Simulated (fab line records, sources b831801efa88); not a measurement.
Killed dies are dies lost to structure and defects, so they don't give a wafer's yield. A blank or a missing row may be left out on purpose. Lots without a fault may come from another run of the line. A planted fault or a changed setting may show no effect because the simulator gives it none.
fab line records | flow gf180mcu
record lots=7 wafers=21 last_day=33
route steps=602 shown STI@1
lots that met no fault: from a run of the same line without faults
start_h: hours from the record's first day to the start of the lot's first wafer shown | wait_h: hours since the lot's step before | " the same as in the row above | L1.1+2: a row that stands for several wafers | - no value, or no start given | * or withheld: withheld | < > ~ a bound
route shown NAME@n: a module of which the file shows steps, and the number in the route of the first | usual: mean/standard deviation of fault-free wafers | same: alike in all rows | chamber/n: place in a boat | sites: the reading at each site | _std_site: their standard deviation | _edge_site: outer sites' mean less inner sites' | radius_mm: how far each site lies from the wafer's centre | mask NAME#n: copy n | behind: the tool/chamber that last shaped the wafer | hold: why the lot was held/for how many hours/how that ended | device: the transistor (n, p or np) that didn't switch | end of line: the same wafers' tests at the end of the route | a step without rows: its recipe alone | killed: dies lost to structure and defects at the first sort, not the wafer's yield | map: a wafer's dies, x killed, . not, _ none there
set.NAME: the setting as run; set.NAME@STEP: as run at that earlier step | model.NAME: the simulator's own value behind a step, which no gauge read
lots at some steps of the route; a table a step, a row a wafer
## steps
# step GF_STI_BOW_MEAS_00
# recipe mode=bow
# usual INCOMING_BOW=0/5.9
# columns lot.wafer tool chamber start_h wait_h INCOMING_BOW[um]
L659.3 film_metro-01 - 20.04 - 7
L659.4 " - " " 8
L659.5 " - " " 13
L662.1 film_metro-04 - 35.00 - -2
L662.2 " - " " 0
L662.4 " - " " -3
L663.1 film_metro-01 - 40.00 - 2
L663.4 " - " " 3
L663.6 " - " " 1
L664.3 film_metro-01 - 45.04 - 3
L664.4 " - " " -5
L664.6 " - " " 4
L674.1 film_metro-01 - 95.00 - 5
L674.3 " - " " 0
L674.6 " - " " 9
L675.1 film_metro-03 - 100.00 - 4
L675.2 " - " " 6
L675.6 " - " " 2
L676.1 film_metro-04 - 105.00 - 3
L676.3 " - " " -6
L676.4 " - " " -10
# step GF_STI_OXIDATION_01
# recipe temp_c=905.9 ambient=O2 stabilise_s=600 purge_s=300 target_thk_a=100 ox_time_s=1418
# step GF_STI_THK_MEAS_02
# recipe reads=SiO2_of_STI_OXIDATION_01
# usual STI_OXIDATION_THK=10.73/0.18
# columns lot.wafer tool chamber start_h wait_h STI_OXIDATION_THK[nm]
L659.3 film_metro-01 - 22.02 0.0 10.54
L659.4 " - " " 10.60
L659.5 " - " " 10.52
L662.1 film_metro-04 - 36.95 0.0 10.59
L662.2 " - " " 10.67
L662.4 " - " " 10.83
L663.1 film_metro-01 - 41.51 0.0 10.88
L663.4 " - " " 10.92
L663.6 " - " " 11.01
L664.3 film_metro-03 - 47.47 0.0 11.09
L664.4 " - " " 10.86
L664.6 " - " " 10.78
L674.1 film_metro-03 - 96.51 0.0 10.73
L674.3 " - " " 10.61
L674.6 " - " " 10.64
L675.1 film_metro-03 - 101.51 0.0 10.85
L675.2 " - " " 11.06
L675.6 " - " " 10.93
L676.1 film_metro-01 - 108.74 0.0 10.47
L676.3 " - " " 10.53
L676.4 " - " " 10.57
# step GF_STI_CVD_03
# recipe material=Si3N4 precursor=DCS/NH3 target_thk_nm=207.16 temp_c=770 time_s=3551 pressure_mtorr=250
# step GF_STI_THK_MEAS_04
# recipe reads=Si3N4_of_STI_CVD_03
# usual STI_CVD_03_THK=206.5/2.4
# columns lot.wafer tool chamber start_h wait_h STI_CVD_03_THK[nm]
L659.3 film_metro-04 - 24.07 0.0 203.3
L659.4 " - " " 203.9
L659.5 " - " " 203.6
L662.1 film_metro-03 - 39.00 0.0 205.8
L662.2 " - " " 207.3
L662.4 " - " " 204.5
L663.1 film_metro-01 - 43.56 0.0 209.4
L663.4 " - " " 209.1
L663.6 " - " " 209.2
L664.3 film_metro-01 - 49.51 0.0 208.2
L664.4 " - " " 208.3
L664.6 " - " " 207.6
L674.1 film_metro-01 - 98.56 0.0 205.9
L674.3 " - " " 205.8
L674.6 " - " " 207.9
L675.1 film_metro-01 - 103.60 0.0 205.0
L675.2 " - " " 206.4
L675.6 " - " " 206.8
L676.1 film_metro-03 - 110.78 0.0 204.5
L676.3 " - " " 201.0
L676.4 " - " " 203.8
# step GF_STI_DEHYDRATE_05
# recipe temp_c=200 time_s=60
# step GF_STI_HMDS_06
# recipe prime_time_s=60 prime_temp_c=120
# step GF_STI_COAT_07
# recipe resist=KrF spin_rpm=withheld resist_thk_nm=700
# step GF_STI_SOFTBAKE_08
# recipe temp_c=130.4 time_s=60 resist=KrF
# step GF_STI_EXPOSE_09
# recipe mask_id=COMP target_cd_nm=220 na=0.68 source_shape=conventional sigma_outer=0.6 dose_mj=28
# step GF_STI_PEB_10
# recipe peb_temp_c=135 peb_time_s=90 resist=KrF
# step GF_STI_DEVELOP_11
# recipe develop_time_s=60 dev_temp_c=21
# usual chill_plate_temp_C=22.99/0.11 develop_time_s=60/0 developer_temp_C=21.01/0.1
# columns lot.wafer tool chamber start_h wait_h chill_plate_temp_C develop_time_s developer_temp_C model.KrF_of_STI_COAT_07.thk_nm
L659.3 litho_track-02 0 35.78 0.1 23.20 60 20.85 686.3
L659.4 " 0 " " 23.13 60 20.81 684.9
L659.5 " 0 " " 23.13 60 20.97 685.7
L662.1 litho_track-04 - 51.59 0.2 - - - 701.1
L662.2 " - " " - - - 701.5
L662.4 " - " " - - - 700.6
L663.1 litho_track-01 - 56.15 0.2 - - - 701.3
L663.4 " - " " - - - 698.7
L663.6 " - " " - - - 701.5
L664.3 litho_track-02 - 62.33 0.1 - - - 697.6
L664.4 " - " " - - - 700.4
L664.6 " - " " - - - 698.7
L674.1 litho_track-02 0 112.62 0.2 22.74 60 20.89 685.2
L674.3 " 0 " " 23.07 60 21.04 686.9
L674.6 " 0 " " 22.94 60 21.09 685.5
L675.1 litho_track-01 0 117.00 0.2 22.84 60 21.06 684.5
L675.2 " 0 " " 22.98 60 21.04 683.7
L675.6 " 0 " " 22.97 60 20.95 684.7
L676.1 litho_track-04 0 124.89 0.2 23.09 60 21.01 688.5
L676.3 " 0 " " 22.93 60 21.02 689.1
L676.4 " 0 " " 22.98 60 21.05 685.9
# step GF_STI_CD_MEAS_12
# recipe target_cd_nm=220
# usual cd_nm=220.1/1.1
# columns lot.wafer tool chamber start_h wait_h cd_nm
L659.3 cd_sem-01 - 35.92 0.1 221.9
L659.4 " - " " 222.6
L659.5 " - " " 222.2
L662.1 cd_sem-01 - 51.74 0.1 -
L662.2 " - " " -
L662.4 " - " " -
L663.1 cd_sem-01 - 56.30 0.1 -
L663.4 " - " " -
L663.6 " - " " -
L664.3 cd_sem-01 - 62.47 0.1 -
L664.4 " - " " -
L664.6 " - " " -
L674.1 cd_sem-02 - 112.77 0.1 219.8
L674.3 " - " " 219.6
L674.6 " - " " 219.7
L675.1 cd_sem-02 - 117.15 0.1 218.6
L675.2 " - " " 219.6
L675.6 " - " " 218.4
L676.1 cd_sem-01 - 125.04 0.1 221.1
L676.3 " - " " 220.9
L676.4 " - " " 219.6
## key
first_sign step=GF_STI_DEVELOP_11 reading=tool_record direction=missing
effect none on later readings
model_effect step=GF_STI_DEVELOP_11 value=KrF_of_STI_COAT_07.thk_nm without=685.2 struck=700.2
met_at GF_STI_DEVELOP_11
struck_wafers L662.1,L662.2,L662.4,L663.1,L663.4,L663.6,L664.3,L664.4,L664.6
later_rows_left_out L662.1,L662.2,L662.4,L663.1,L663.4,L663.6,L664.3,L664.4,L664.6
sort_left_out L662.1,L662.2,L662.4,L663.1,L663.4,L663.6,L664.3,L664.4,L664.6
tester_left_out L662,L663,L664
onset_between 35.78 51.59
fault kind=skipped_step_whole tool=litho_track-01,litho_track-02,litho_track-04 chamber=- onset_h=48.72 steps=GF_STI_DEVELOP_11 scope=struck_lots_only
# tester_left_out: of these lots the tester's yield and bins aren't shown, on N5 and GAA mostly nor the transistor test; their killed dies are dies lost to structure and defects alone, not to doping, threshold or leakage, so they don't give the yield
# sort_left_out: the simulated sort isn't trusted on such a fault, so these wafers' sort isn't shown, and their yield isn't known
# later_rows_left_out: the simulator's readings of these wafers behind a module that went badly wrong aren't trusted and aren't shown, but for the sort
